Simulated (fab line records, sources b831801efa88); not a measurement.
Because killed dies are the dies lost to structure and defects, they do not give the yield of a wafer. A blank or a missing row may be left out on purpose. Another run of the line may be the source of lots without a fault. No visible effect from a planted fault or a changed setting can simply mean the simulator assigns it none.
What tool caused it?    flow sky130    Sampling: 6 lots, 18 wafers, 2 of 708 route steps

## WHAT THE GAUGES READ, wafer by wafer
SKY_VIA3_OVL_MEAS_13.
lot   measured      on          VIA3_OVL (nm)
L743  day 40 03:49  overlay-02  9 -2 -2
L748  day 41 16:20  overlay-02  2 9 4
L750  day 42 12:42  overlay-02  -5 -3 0
L754  day 44 09:08  overlay-02  2 -2 -7
L758  day 44 12:28  overlay-02  3 -1 3
L761  day 45 01:29  overlay-02  6 9 11

## EACH LOT AND THE TOOL THAT RAN IT (in order: tool; ch and the chambers of the sampled wafers; start)
lot   SKY_CONTACT_ETCH_18
L743  rie diel-03 ch 1,2,3, day 32 03:00
L748  rie diel-03 ch 1,2,3, day 33 20:00
L750  rie diel-04 ch 0,1,3, day 34 19:00
L754  rie diel-03 ch 0,1, day 36 21:00
L758  rie diel-04 ch 0,1,2, day 36 23:00
L761  rie diel-04 ch 0,1,2, day 37 15:00
- SKY_CONTACT_ETCH_18: etches Si3N4 in CHF3/O2, stops on TiN, time 39 s, target depth 75 nm.

## THE ANSWER, worked out from the rows above alone
Rule: usual is defined by the lots themselves. Put in order of their means at a reading, lots are off if they are a third of the lots or fewer, leave a main group of 4 or more, and stand apart from it by a gap of 3 or more times the standard deviation of the main group's means; of several such gaps the widest counts. If all means in a main group match to the digits the tables above print for the reading, that group is not used. A lot without any number at a reading at which 4 lots or more have one is off too. All remaining lots with rows at the step are treated as sound.
None of the lots is off at any reading shown; this tells nothing.

## WHAT WAS PUT IN BY THE SIMULATOR
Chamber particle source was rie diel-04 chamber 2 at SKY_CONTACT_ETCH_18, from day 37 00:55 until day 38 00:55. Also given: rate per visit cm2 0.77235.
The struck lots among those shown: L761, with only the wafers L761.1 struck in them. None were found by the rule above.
